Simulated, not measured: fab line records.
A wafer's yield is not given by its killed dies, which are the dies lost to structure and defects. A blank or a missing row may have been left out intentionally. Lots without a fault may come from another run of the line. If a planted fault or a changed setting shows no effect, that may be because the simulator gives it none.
fab line records :: flow gf180mcu
record:
  lots: 15
  wafers: 45
  last-day: 34
route steps=602 shown M3@424 V3@431
lots untouched by any fault: they come from a run of this same line in which no faults occurred
start-h: start of the lot's first displayed wafer, in hours after the record's first day :: wait-h: time in hours since the lot's previous step :: " unchanged from the row above :: L1.1+2: one row covering several wafers at once :: - no value present, or no start provided :: * or withheld: withheld :: < > ~ a bound
route shown NAME@n: a module of which the file shows steps, and the number in the route of the first :: usual: mean and standard deviation over wafers with no fault :: same: alike in all rows :: chamber/n: place in a boat :: sites: the reading at each site :: _std_site: the values' standard deviation :: _edge_site: the outer-site mean with the inner-site mean subtracted :: radius-mm: for every site, how far away it sits from the centre of the wafer :: mask NAME#n: copy n :: behind: the last tool/chamber to shape the wafer :: hold: why the lot went on hold/how many hours it stayed there/how the hold came to an end :: device: transistor that didn't switch, given as n, p or np :: end of line: the same wafers' tests at the end of the route :: for a step that has no rows: nothing shown but its recipe :: killed: dies lost to structure and defects at the first sort, not the wafer's yield :: map: per-die view of a wafer (x killed, . not killed, _ where there is no die)
set.NAME: the setting the step ran with; set.NAME@STEP: the setting that earlier step ran with :: model.NAME: the simulator's own value behind a step, which no gauge read
one table for each step of the route and one row for each wafer, over a sample of lots
services: when a tool's chamber went out of use (start-h, in hours from the record's first day, below 0 if earlier), for how many hours, and the reason
== steps ==
step: GF_M3_OVL_MEAS_15
usual:
  M3_OVL: -2/5.7
lot.wafer: L919.1
tool: overlay-02
chamber: -
start-h: 494.62
wait-h: 0.1
M3_OVL[nm]: -4

lot.wafer: L919.2
tool: overlay-02
chamber: -
start-h: 494.62
wait-h: 0.1
M3_OVL[nm]: -7

lot.wafer: L919.4
tool: overlay-02
chamber: -
start-h: 494.62
wait-h: 0.1
M3_OVL[nm]: -3

lot.wafer: L920.2
tool: overlay-02
chamber: -
start-h: 505.29
wait-h: 0.1
M3_OVL[nm]: -8

lot.wafer: L920.5
tool: overlay-02
chamber: -
start-h: 505.29
wait-h: 0.1
M3_OVL[nm]: -6

lot.wafer: L920.6
tool: overlay-02
chamber: -
start-h: 505.29
wait-h: 0.1
M3_OVL[nm]: -9

lot.wafer: L921.1
tool: overlay-01
chamber: -
start-h: 510.77
wait-h: 0.1
M3_OVL[nm]: 3

lot.wafer: L921.3
tool: overlay-01
chamber: -
start-h: 510.77
wait-h: 0.1
M3_OVL[nm]: -9

lot.wafer: L921.6
tool: overlay-01
chamber: -
start-h: 510.77
wait-h: 0.1
M3_OVL[nm]: 2

lot.wafer: L922.2
tool: overlay-01
chamber: -
start-h: 523.93
wait-h: 0.1
M3_OVL[nm]: -10

lot.wafer: L922.5
tool: overlay-01
chamber: -
start-h: 523.93
wait-h: 0.1
M3_OVL[nm]: -5

lot.wafer: L922.6
tool: overlay-01
chamber: -
start-h: 523.93
wait-h: 0.1
M3_OVL[nm]: 1

lot.wafer: L924.2
tool: overlay-01
chamber: -
start-h: 542.13
wait-h: 0.1
M3_OVL[nm]: 1

lot.wafer: L924.3
tool: overlay-01
chamber: -
start-h: 542.13
wait-h: 0.1
M3_OVL[nm]: -1

lot.wafer: L924.4
tool: overlay-01
chamber: -
start-h: 542.13
wait-h: 0.1
M3_OVL[nm]: 2

lot.wafer: L925.2
tool: overlay-02
chamber: -
start-h: 554.83
wait-h: 0.1
M3_OVL[nm]: -4

lot.wafer: L925.3
tool: overlay-02
chamber: -
start-h: 554.83
wait-h: 0.1
M3_OVL[nm]: 3

lot.wafer: L925.6
tool: overlay-02
chamber: -
start-h: 554.83
wait-h: 0.1
M3_OVL[nm]: 1

lot.wafer: L930.3
tool: overlay-01
chamber: -
start-h: 595.79
wait-h: 0.1
M3_OVL[nm]: 0

lot.wafer: L930.4
tool: overlay-01
chamber: -
start-h: 595.79
wait-h: 0.1
M3_OVL[nm]: -4

lot.wafer: L930.6
tool: overlay-01
chamber: -
start-h: 595.79
wait-h: 0.1
M3_OVL[nm]: -10

lot.wafer: L933.2
tool: overlay-02
chamber: -
start-h: 613.38
wait-h: 0.1
M3_OVL[nm]: 4

lot.wafer: L933.4
tool: overlay-02
chamber: -
start-h: 613.38
wait-h: 0.1
M3_OVL[nm]: 0

lot.wafer: L933.5
tool: overlay-02
chamber: -
start-h: 613.38
wait-h: 0.1
M3_OVL[nm]: 8

lot.wafer: L934.1
tool: overlay-01
chamber: -
start-h: 619.64
wait-h: 0.1
M3_OVL[nm]: -4

lot.wafer: L934.3
tool: overlay-01
chamber: -
start-h: 619.64
wait-h: 0.1
M3_OVL[nm]: -3

lot.wafer: L934.4
tool: overlay-01
chamber: -
start-h: 619.64
wait-h: 0.1
M3_OVL[nm]: -4

lot.wafer: L935.3
tool: overlay-01
chamber: -
start-h: 630.14
wait-h: 0.1
M3_OVL[nm]: -8

lot.wafer: L935.4
tool: overlay-01
chamber: -
start-h: 630.14
wait-h: 0.1
M3_OVL[nm]: 2

lot.wafer: L935.5
tool: overlay-01
chamber: -
start-h: 630.14
wait-h: 0.1
M3_OVL[nm]: -3

lot.wafer: L936.2
tool: overlay-01
chamber: -
start-h: 639.14
wait-h: 0.1
M3_OVL[nm]: -5

lot.wafer: L936.3
tool: overlay-01
chamber: -
start-h: 639.14
wait-h: 0.1
M3_OVL[nm]: -5

lot.wafer: L936.6
tool: overlay-01
chamber: -
start-h: 639.14
wait-h: 0.1
M3_OVL[nm]: -1

lot.wafer: L937.3
tool: overlay-02
chamber: -
start-h: 643.69
wait-h: 0.1
M3_OVL[nm]: -1

lot.wafer: L937.4
tool: overlay-02
chamber: -
start-h: 643.69
wait-h: 0.1
M3_OVL[nm]: 0

lot.wafer: L937.5
tool: overlay-02
chamber: -
start-h: 643.69
wait-h: 0.1
M3_OVL[nm]: 9

lot.wafer: L938.2
tool: overlay-01
chamber: -
start-h: 652.24
wait-h: 0.1
M3_OVL[nm]: -5

lot.wafer: L938.3
tool: overlay-01
chamber: -
start-h: 652.24
wait-h: 0.1
M3_OVL[nm]: -1

lot.wafer: L938.4
tool: overlay-01
chamber: -
start-h: 652.24
wait-h: 0.1
M3_OVL[nm]: -6

lot.wafer: L939.1
tool: overlay-01
chamber: -
start-h: 652.43
wait-h: 0.1
M3_OVL[nm]: -3

lot.wafer: L939.2
tool: overlay-01
chamber: -
start-h: 652.43
wait-h: 0.1
M3_OVL[nm]: 4

lot.wafer: L939.3
tool: overlay-01
chamber: -
start-h: 652.43
wait-h: 0.1
M3_OVL[nm]: 0

lot.wafer: L940.1
tool: overlay-02
chamber: -
start-h: 658.58
wait-h: 0.1
M3_OVL[nm]: -6

lot.wafer: L940.4
tool: overlay-02
chamber: -
start-h: 658.58
wait-h: 0.1
M3_OVL[nm]: -4

lot.wafer: L940.6
tool: overlay-02
chamber: -
start-h: 658.58
wait-h: 0.1
M3_OVL[nm]: -5
step: GF_V3_CVD_02
recipe:
  material: SiO2
  target-thk-nm: 850
  precursor: TEOS
  temp-c: 400
  time-s: 94.851
  rf-w: 600
usual:
  heater-power-w: 704/85
  susceptor-temp-C: 399.98/0.22
lot.wafer: L919.1
tool: pecvd-03
chamber: 0
start-h: 495.49
wait-h: 0.1
heater-power-w: 715
susceptor-temp-C: 399.89

lot.wafer: L919.2
tool: pecvd-03
chamber: 2
start-h: 495.49
wait-h: 0.1
heater-power-w: 727
susceptor-temp-C: 399.76

lot.wafer: L919.4
tool: pecvd-03
chamber: 1
start-h: 495.49
wait-h: 0.1
heater-power-w: 818
susceptor-temp-C: 400.00

lot.wafer: L920.2
tool: pecvd-04
chamber: 0
start-h: 506.12
wait-h: 0.0
heater-power-w: 577
susceptor-temp-C: 399.88

lot.wafer: L920.5
tool: pecvd-04
chamber: 2
start-h: 506.12
wait-h: 0.0
heater-power-w: 606
susceptor-temp-C: 400.07

lot.wafer: L920.6
tool: pecvd-04
chamber: 0
start-h: 506.12
wait-h: 0.0
heater-power-w: 632
susceptor-temp-C: 399.90

lot.wafer: L921.1
tool: pecvd-02
chamber: 1
start-h: 511.73
wait-h: 0.1
heater-power-w: 660
susceptor-temp-C: 399.71

lot.wafer: L921.3
tool: pecvd-02
chamber: 2
start-h: 511.73
wait-h: 0.1
heater-power-w: 836
susceptor-temp-C: 399.75

lot.wafer: L921.6
tool: pecvd-02
chamber: 0
start-h: 511.73
wait-h: 0.1
heater-power-w: 608
susceptor-temp-C: 399.84

lot.wafer: L922.2
tool: pecvd-02
chamber: 2
start-h: 524.76
wait-h: 0.0
heater-power-w: 710
susceptor-temp-C: 400.08

lot.wafer: L922.5
tool: pecvd-02
chamber: 2
start-h: 524.76
wait-h: 0.0
heater-power-w: 753
susceptor-temp-C: 400.40

lot.wafer: L922.6
tool: pecvd-02
chamber: 0
start-h: 524.76
wait-h: 0.0
heater-power-w: 667
susceptor-temp-C: 400.02

lot.wafer: L924.2
tool: pecvd-03
chamber: 2
start-h: 543.12
wait-h: 0.0
heater-power-w: 749
susceptor-temp-C: 399.64

lot.wafer: L924.3
tool: pecvd-03
chamber: 1
start-h: 543.12
wait-h: 0.0
heater-power-w: 742
susceptor-temp-C: 400.01

lot.wafer: L924.4
tool: pecvd-03
chamber: 2
start-h: 543.12
wait-h: 0.0
heater-power-w: 604
susceptor-temp-C: 400.09

lot.wafer: L925.2
tool: pecvd-02
chamber: 2
start-h: 555.88
wait-h: 0.0
heater-power-w: 794
susceptor-temp-C: 399.76

lot.wafer: L925.3
tool: pecvd-02
chamber: 0
start-h: 555.88
wait-h: 0.0
heater-power-w: 738
susceptor-temp-C: 399.99

lot.wafer: L925.6
tool: pecvd-02
chamber: 0
start-h: 555.88
wait-h: 0.0
heater-power-w: 763
susceptor-temp-C: 399.71

lot.wafer: L930.3
tool: pecvd-02
chamber: 1
start-h: 596.61
wait-h: 0.0
heater-power-w: 656
susceptor-temp-C: 400.27

lot.wafer: L930.4
tool: pecvd-02
chamber: 0
start-h: 596.61
wait-h: 0.0
heater-power-w: 745
susceptor-temp-C: 400.10

lot.wafer: L930.6
tool: pecvd-02
chamber: 1
start-h: 596.61
wait-h: 0.0
heater-power-w: 683
susceptor-temp-C: 399.79

lot.wafer: L933.2
tool: pecvd-02
chamber: 0
start-h: 614.20
wait-h: 0.0
heater-power-w: 755
susceptor-temp-C: 400.01

lot.wafer: L933.4
tool: pecvd-02
chamber: 2
start-h: 614.20
wait-h: 0.0
heater-power-w: 764
susceptor-temp-C: 400.28

lot.wafer: L933.5
tool: pecvd-02
chamber: 0
start-h: 614.20
wait-h: 0.0
heater-power-w: 607
susceptor-temp-C: 399.63

lot.wafer: L934.1
tool: pecvd-02
chamber: 0
start-h: 620.47
wait-h: 0.1
heater-power-w: 733
susceptor-temp-C: 399.73

lot.wafer: L934.3
tool: pecvd-02
chamber: 2
start-h: 620.47
wait-h: 0.1
heater-power-w: 821
susceptor-temp-C: 400.04

lot.wafer: L934.4
tool: pecvd-02
chamber: 1
start-h: 620.47
wait-h: 0.1
heater-power-w: 650
susceptor-temp-C: 400.17

lot.wafer: L935.3
tool: pecvd-02
chamber: 1
start-h: 630.96
wait-h: 0.0
heater-power-w: 674
susceptor-temp-C: 400.31

lot.wafer: L935.4
tool: pecvd-02
chamber: 0
start-h: 630.96
wait-h: 0.0
heater-power-w: 696
susceptor-temp-C: 399.96

lot.wafer: L935.5
tool: pecvd-02
chamber: 1
start-h: 630.96
wait-h: 0.0
heater-power-w: 534
susceptor-temp-C: 400.21

lot.wafer: L936.2
tool: pecvd-03
chamber: 1
start-h: 639.97
wait-h: 0.0
heater-power-w: 836
susceptor-temp-C: 399.85

lot.wafer: L936.3
tool: pecvd-03
chamber: 2
start-h: 639.97
wait-h: 0.0
heater-power-w: 736
susceptor-temp-C: 400.00

lot.wafer: L936.6
tool: pecvd-03
chamber: 2
start-h: 639.97
wait-h: 0.0
heater-power-w: 761
susceptor-temp-C: 399.98

lot.wafer: L937.3
tool: pecvd-04
chamber: 0
start-h: 644.50
wait-h: 0.0
heater-power-w: 531
susceptor-temp-C: 400.03

lot.wafer: L937.4
tool: pecvd-04
chamber: 0
start-h: 644.50
wait-h: 0.0
heater-power-w: 581
susceptor-temp-C: 400.20

lot.wafer: L937.5
tool: pecvd-04
chamber: 1
start-h: 644.50
wait-h: 0.0
heater-power-w: 827
susceptor-temp-C: 400.09

lot.wafer: L938.2
tool: pecvd-04
chamber: 0
start-h: 653.10
wait-h: 0.0
heater-power-w: 541
susceptor-temp-C: 400.13

lot.wafer: L938.3
tool: pecvd-04
chamber: 1
start-h: 653.10
wait-h: 0.0
heater-power-w: 716
susceptor-temp-C: 399.76

lot.wafer: L938.4
tool: pecvd-04
chamber: 0
start-h: 653.10
wait-h: 0.0
heater-power-w: 614
susceptor-temp-C: 400.04

lot.wafer: L939.1
tool: pecvd-02
chamber: 0
start-h: 653.43
wait-h: 0.1
heater-power-w: 729
susceptor-temp-C: 400.01

lot.wafer: L939.2
tool: pecvd-02
chamber: 2
start-h: 653.43
wait-h: 0.1
heater-power-w: 756
susceptor-temp-C: 400.18

lot.wafer: L939.3
tool: pecvd-02
chamber: 1
start-h: 653.43
wait-h: 0.1
heater-power-w: 614
susceptor-temp-C: 400.25

lot.wafer: L940.1
tool: pecvd-04
chamber: 0
start-h: 659.54
wait-h: 0.1
heater-power-w: 620
susceptor-temp-C: 400.24

lot.wafer: L940.4
tool: pecvd-04
chamber: 0
start-h: 659.54
wait-h: 0.1
heater-power-w: 649
susceptor-temp-C: 400.29

lot.wafer: L940.6
tool: pecvd-04
chamber: 2
start-h: 659.54
wait-h: 0.1
heater-power-w: 790
susceptor-temp-C: 400.30
step: GF_V3_PEB_12
recipe:
  peb-temp-c: 135
  peb-time-s: 90
  resist: KrF
usual:
  chill-plate-temp-C: 23.01/0.1
  exhaust-pa: 44.9/0.82
lot.wafer: L919.1
tool: litho-track-03
chamber: 0
start-h: 518.12
wait-h: -
chill-plate-temp-C: 23.28
exhaust-pa: 45.4

lot.wafer: L919.2
tool: litho-track-03
chamber: 0
start-h: 518.12
wait-h: -
chill-plate-temp-C: 23.15
exhaust-pa: 44.4

lot.wafer: L919.4
tool: litho-track-03
chamber: 0
start-h: 518.12
wait-h: -
chill-plate-temp-C: 22.95
exhaust-pa: 45.5

lot.wafer: L920.2
tool: litho-track-02
chamber: -
start-h: 529.45
wait-h: -
chill-plate-temp-C: -
exhaust-pa: -

lot.wafer: L920.5
tool: litho-track-02
chamber: -
start-h: 529.45
wait-h: -
chill-plate-temp-C: -
exhaust-pa: -

lot.wafer: L920.6
tool: litho-track-02
chamber: -
start-h: 529.45
wait-h: -
chill-plate-temp-C: -
exhaust-pa: -

lot.wafer: L921.1
tool: litho-track-02
chamber: -
start-h: 533.92
wait-h: -
chill-plate-temp-C: -
exhaust-pa: -

lot.wafer: L921.3
tool: litho-track-02
chamber: -
start-h: 533.92
wait-h: -
chill-plate-temp-C: -
exhaust-pa: -

lot.wafer: L921.6
tool: litho-track-02
chamber: -
start-h: 533.92
wait-h: -
chill-plate-temp-C: -
exhaust-pa: -

lot.wafer: L922.2
tool: litho-track-04
chamber: -
start-h: 547.69
wait-h: -
chill-plate-temp-C: -
exhaust-pa: -

lot.wafer: L922.5
tool: litho-track-04
chamber: -
start-h: 547.69
wait-h: -
chill-plate-temp-C: -
exhaust-pa: -

lot.wafer: L922.6
tool: litho-track-04
chamber: -
start-h: 547.69
wait-h: -
chill-plate-temp-C: -
exhaust-pa: -

lot.wafer: L924.2
tool: litho-track-03
chamber: 0
start-h: 565.55
wait-h: -
chill-plate-temp-C: 23.21
exhaust-pa: 45.0

lot.wafer: L924.3
tool: litho-track-03
chamber: 0
start-h: 565.55
wait-h: -
chill-plate-temp-C: 23.07
exhaust-pa: 44.6

lot.wafer: L924.4
tool: litho-track-03
chamber: 0
start-h: 565.55
wait-h: -
chill-plate-temp-C: 23.20
exhaust-pa: 45.9

lot.wafer: L925.2
tool: litho-track-02
chamber: 0
start-h: 577.40
wait-h: -
chill-plate-temp-C: 22.98
exhaust-pa: 43.6

lot.wafer: L925.3
tool: litho-track-02
chamber: 0
start-h: 577.40
wait-h: -
chill-plate-temp-C: 23.13
exhaust-pa: 43.8

lot.wafer: L925.6
tool: litho-track-02
chamber: 0
start-h: 577.40
wait-h: -
chill-plate-temp-C: 23.06
exhaust-pa: 44.7

lot.wafer: L930.3
tool: litho-track-03
chamber: 0
start-h: 617.23
wait-h: -
chill-plate-temp-C: 22.99
exhaust-pa: 44.5

lot.wafer: L930.4
tool: litho-track-03
chamber: 0
start-h: 617.23
wait-h: -
chill-plate-temp-C: 23.03
exhaust-pa: 43.2

lot.wafer: L930.6
tool: litho-track-03
chamber: 0
start-h: 617.23
wait-h: -
chill-plate-temp-C: 23.00
exhaust-pa: 44.6

lot.wafer: L933.2
tool: litho-track-04
chamber: 0
start-h: 634.84
wait-h: -
chill-plate-temp-C: 23.04
exhaust-pa: 45.0

lot.wafer: L933.4
tool: litho-track-04
chamber: 0
start-h: 634.84
wait-h: -
chill-plate-temp-C: 23.08
exhaust-pa: 45.7

lot.wafer: L933.5
tool: litho-track-04
chamber: 0
start-h: 634.84
wait-h: -
chill-plate-temp-C: 22.84
exhaust-pa: 45.3

lot.wafer: L934.1
tool: litho-track-04
chamber: 0
start-h: 640.75
wait-h: -
chill-plate-temp-C: 23.01
exhaust-pa: 45.2

lot.wafer: L934.3
tool: litho-track-04
chamber: 0
start-h: 640.75
wait-h: -
chill-plate-temp-C: 23.01
exhaust-pa: 45.8

lot.wafer: L934.4
tool: litho-track-04
chamber: 0
start-h: 640.75
wait-h: -
chill-plate-temp-C: 22.89
exhaust-pa: 45.5

lot.wafer: L935.3
tool: litho-track-02
chamber: 0
start-h: 651.48
wait-h: -
chill-plate-temp-C: 22.94
exhaust-pa: 45.1

lot.wafer: L935.4
tool: litho-track-02
chamber: 0
start-h: 651.48
wait-h: -
chill-plate-temp-C: 22.82
exhaust-pa: 45.1

lot.wafer: L935.5
tool: litho-track-02
chamber: 0
start-h: 651.48
wait-h: -
chill-plate-temp-C: 22.96
exhaust-pa: 43.8

lot.wafer: L936.2
tool: litho-track-03
chamber: 0
start-h: 659.55
wait-h: -
chill-plate-temp-C: 23.06
exhaust-pa: 44.4

lot.wafer: L936.3
tool: litho-track-03
chamber: 0
start-h: 659.55
wait-h: -
chill-plate-temp-C: 23.00
exhaust-pa: 45.2

lot.wafer: L936.6
tool: litho-track-03
chamber: 0
start-h: 659.55
wait-h: -
chill-plate-temp-C: 22.99
exhaust-pa: 44.0

lot.wafer: L937.3
tool: litho-track-03
chamber: 0
start-h: 664.28
wait-h: -
chill-plate-temp-C: 23.21
exhaust-pa: 44.5

lot.wafer: L937.4
tool: litho-track-03
chamber: 0
start-h: 664.28
wait-h: -
chill-plate-temp-C: 23.19
exhaust-pa: 44.0

lot.wafer: L937.5
tool: litho-track-03
chamber: 0
start-h: 664.28
wait-h: -
chill-plate-temp-C: 23.15
exhaust-pa: 43.7

lot.wafer: L938.2
tool: litho-track-04
chamber: 0
start-h: 672.29
wait-h: -
chill-plate-temp-C: 23.09
exhaust-pa: 44.3

lot.wafer: L938.3
tool: litho-track-04
chamber: 0
start-h: 672.29
wait-h: -
chill-plate-temp-C: 23.02
exhaust-pa: 45.5

lot.wafer: L938.4
tool: litho-track-04
chamber: 0
start-h: 672.29
wait-h: -
chill-plate-temp-C: 23.04
exhaust-pa: 45.8

lot.wafer: L939.1
tool: litho-track-04
chamber: 0
start-h: 672.60
wait-h: -
chill-plate-temp-C: 22.90
exhaust-pa: 44.7

lot.wafer: L939.2
tool: litho-track-04
chamber: 0
start-h: 672.60
wait-h: -
chill-plate-temp-C: 22.98
exhaust-pa: 45.6

lot.wafer: L939.3
tool: litho-track-04
chamber: 0
start-h: 672.60
wait-h: -
chill-plate-temp-C: 22.94
exhaust-pa: 45.0

lot.wafer: L940.1
tool: litho-track-04
chamber: 0
start-h: 678.75
wait-h: -
chill-plate-temp-C: 23.02
exhaust-pa: 45.2

lot.wafer: L940.4
tool: litho-track-04
chamber: 0
start-h: 678.75
wait-h: -
chill-plate-temp-C: 23.11
exhaust-pa: 46.2

lot.wafer: L940.6
tool: litho-track-04
chamber: 0
start-h: 678.75
wait-h: -
chill-plate-temp-C: 22.93
exhaust-pa: 46.6
step: GF_V3_OVL_MEAS_15
usual:
  V3_OVL: -3/5.1
lot.wafer: L919.1
tool: overlay-01
chamber: -
start-h: 518.59
wait-h: 0.1
V3_OVL[nm]: 6

lot.wafer: L919.2
tool: overlay-01
chamber: -
start-h: 518.59
wait-h: 0.1
V3_OVL[nm]: 8

lot.wafer: L919.4
tool: overlay-01
chamber: -
start-h: 518.59
wait-h: 0.1
V3_OVL[nm]: -2

lot.wafer: L920.2
tool: overlay-01
chamber: -
start-h: 529.89
wait-h: 0.1
V3_OVL[nm]: -

lot.wafer: L920.5
tool: overlay-01
chamber: -
start-h: 529.89
wait-h: 0.1
V3_OVL[nm]: -

lot.wafer: L920.6
tool: overlay-01
chamber: -
start-h: 529.89
wait-h: 0.1
V3_OVL[nm]: -

lot.wafer: L921.1
tool: overlay-02
chamber: -
start-h: 534.39
wait-h: 0.1
V3_OVL[nm]: -

lot.wafer: L921.3
tool: overlay-02
chamber: -
start-h: 534.39
wait-h: 0.1
V3_OVL[nm]: -

lot.wafer: L921.6
tool: overlay-02
chamber: -
start-h: 534.39
wait-h: 0.1
V3_OVL[nm]: -

lot.wafer: L922.2
tool: overlay-01
chamber: -
start-h: 548.13
wait-h: 0.1
V3_OVL[nm]: -

lot.wafer: L922.5
tool: overlay-01
chamber: -
start-h: 548.13
wait-h: 0.1
V3_OVL[nm]: -

lot.wafer: L922.6
tool: overlay-01
chamber: -
start-h: 548.13
wait-h: 0.1
V3_OVL[nm]: -

lot.wafer: L924.2
tool: overlay-02
chamber: -
start-h: 565.99
wait-h: 0.1
V3_OVL[nm]: -9

lot.wafer: L924.3
tool: overlay-02
chamber: -
start-h: 565.99
wait-h: 0.1
V3_OVL[nm]: -2

lot.wafer: L924.4
tool: overlay-02
chamber: -
start-h: 565.99
wait-h: 0.1
V3_OVL[nm]: -7

lot.wafer: L925.2
tool: overlay-02
chamber: -
start-h: 577.84
wait-h: 0.1
V3_OVL[nm]: -7

lot.wafer: L925.3
tool: overlay-02
chamber: -
start-h: 577.84
wait-h: 0.1
V3_OVL[nm]: 0

lot.wafer: L925.6
tool: overlay-02
chamber: -
start-h: 577.84
wait-h: 0.1
V3_OVL[nm]: -9

lot.wafer: L930.3
tool: overlay-02
chamber: -
start-h: 617.65
wait-h: 0.1
V3_OVL[nm]: -9

lot.wafer: L930.4
tool: overlay-02
chamber: -
start-h: 617.65
wait-h: 0.1
V3_OVL[nm]: -13

lot.wafer: L930.6
tool: overlay-02
chamber: -
start-h: 617.65
wait-h: 0.1
V3_OVL[nm]: -10

lot.wafer: L933.2
tool: overlay-01
chamber: -
start-h: 635.28
wait-h: 0.1
V3_OVL[nm]: -8

lot.wafer: L933.4
tool: overlay-01
chamber: -
start-h: 635.28
wait-h: 0.1
V3_OVL[nm]: -8

lot.wafer: L933.5
tool: overlay-01
chamber: -
start-h: 635.28
wait-h: 0.1
V3_OVL[nm]: -5

lot.wafer: L934.1
tool: overlay-02
chamber: -
start-h: 641.22
wait-h: 0.1
V3_OVL[nm]: 4

lot.wafer: L934.3
tool: overlay-02
chamber: -
start-h: 641.22
wait-h: 0.1
V3_OVL[nm]: -1

lot.wafer: L934.4
tool: overlay-02
chamber: -
start-h: 641.22
wait-h: 0.1
V3_OVL[nm]: 1

lot.wafer: L935.3
tool: overlay-01
chamber: -
start-h: 651.90
wait-h: 0.1
V3_OVL[nm]: -3

lot.wafer: L935.4
tool: overlay-01
chamber: -
start-h: 651.90
wait-h: 0.1
V3_OVL[nm]: -6

lot.wafer: L935.5
tool: overlay-01
chamber: -
start-h: 651.90
wait-h: 0.1
V3_OVL[nm]: -1

lot.wafer: L936.2
tool: overlay-02
chamber: -
start-h: 659.99
wait-h: 0.1
V3_OVL[nm]: -6

lot.wafer: L936.3
tool: overlay-02
chamber: -
start-h: 659.99
wait-h: 0.1
V3_OVL[nm]: -4

lot.wafer: L936.6
tool: overlay-02
chamber: -
start-h: 659.99
wait-h: 0.1
V3_OVL[nm]: -3

lot.wafer: L937.3
tool: overlay-01
chamber: -
start-h: 664.70
wait-h: 0.1
V3_OVL[nm]: 1

lot.wafer: L937.4
tool: overlay-01
chamber: -
start-h: 664.70
wait-h: 0.1
V3_OVL[nm]: 2

lot.wafer: L937.5
tool: overlay-01
chamber: -
start-h: 664.70
wait-h: 0.1
V3_OVL[nm]: 5

lot.wafer: L938.2
tool: overlay-02
chamber: -
start-h: 672.73
wait-h: 0.1
V3_OVL[nm]: -5

lot.wafer: L938.3
tool: overlay-02
chamber: -
start-h: 672.73
wait-h: 0.1
V3_OVL[nm]: -5

lot.wafer: L938.4
tool: overlay-02
chamber: -
start-h: 672.73
wait-h: 0.1
V3_OVL[nm]: -8

lot.wafer: L939.1
tool: overlay-01
chamber: -
start-h: 673.07
wait-h: 0.1
V3_OVL[nm]: -2

lot.wafer: L939.2
tool: overlay-01
chamber: -
start-h: 673.07
wait-h: 0.1
V3_OVL[nm]: -4

lot.wafer: L939.3
tool: overlay-01
chamber: -
start-h: 673.07
wait-h: 0.1
V3_OVL[nm]: -7

lot.wafer: L940.1
tool: overlay-02
chamber: -
start-h: 679.22
wait-h: 0.1
V3_OVL[nm]: 4

lot.wafer: L940.4
tool: overlay-02
chamber: -
start-h: 679.22
wait-h: 0.1
V3_OVL[nm]: 4

lot.wafer: L940.6
tool: overlay-02
chamber: -
start-h: 679.22
wait-h: 0.1
V3_OVL[nm]: 2
== services ==
tool: pecvd-03
chamber: -
start-h: 491.03
hours: 2.2
kind: repair

tool: pecvd-04
chamber: -
start-h: 498.42
hours: 0.7
kind: repair

tool: pecvd-03
chamber: -
start-h: 521.21
hours: 1.0
kind: repair

tool: pecvd-03
chamber: 0
start-h: 530.88
hours: 18.9
kind: repair

tool: pecvd-04
chamber: -
start-h: 555.78
hours: 0.7
kind: repair

tool: pecvd-04
chamber: -
start-h: 557.59
hours: 0.8
kind: repair

tool: litho-track-03
chamber: -
start-h: 589.13
hours: -
kind: consumable-replace:filter

tool: pecvd-03
chamber: -
start-h: 591.12
hours: 14.0
kind: pm

tool: pecvd-03
chamber: 0
start-h: 591.12
hours: 14.0
kind: vent-cycle

tool: pecvd-03
chamber: 1
start-h: 591.12
hours: 14.0
kind: vent-cycle

tool: pecvd-03
chamber: 2
start-h: 591.12
hours: 14.0
kind: vent-cycle

tool: pecvd-03
chamber: 0
start-h: 605.12
hours: -
kind: clean

tool: pecvd-03
chamber: 1
start-h: 605.12
hours: -
kind: clean

tool: pecvd-03
chamber: 2
start-h: 605.12
hours: -
kind: clean

tool: litho-track-04
chamber: -
start-h: 621.41
hours: -
kind: consumable-replace:filter

tool: pecvd-02
chamber: 0
start-h: 633.55
hours: 7.7
kind: repair

tool: pecvd-03
chamber: -
start-h: 643.71
hours: 5.5
kind: pm

tool: pecvd-03
chamber: -
start-h: 652.93
hours: 53.9
kind: repair

tool: pecvd-03
chamber: 2
start-h: 653.76
hours: 10.7
kind: repair

tool: pecvd-04
chamber: -
start-h: 661.28
hours: 1.7
kind: repair

tool: pecvd-03
chamber: 0
start-h: 667.75
hours: 6.2
kind: repair
== key ==
first-sign:
  step: GF_V3_PEB_12
  reading: tool-record
  direction: missing
effect none on later readings
met-at GF_V3_PEB_12
struck-lots L920,L921,L922
later-rows-left-out L920.2,L920.5,L920.6,L921.1,L921.3,L921.6,L922.2,L922.5,L922.6
sort-left-out L920.2,L920.5,L920.6,L921.1,L921.3,L921.6,L922.2,L922.5,L922.6
not-acting-at GF_M3_OVL_MEAS_15,GF_V3_CVD_02,GF_V3_OVL_MEAS_15
fault:
  kind: skipped-step-whole
  tool: litho-track-02,litho-track-04
  chamber: -
  onset-h: 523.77
  steps: GF_V3_PEB_12
  scope: struck-lots-only
sort-left-out: the simulated sort isn't trusted on such a fault, so these wafers' sort isn't shown, and their yield isn't known
later-rows-left-out: the simulator's readings of these wafers behind a module that went badly wrong aren't trusted and aren't shown, but for the sort
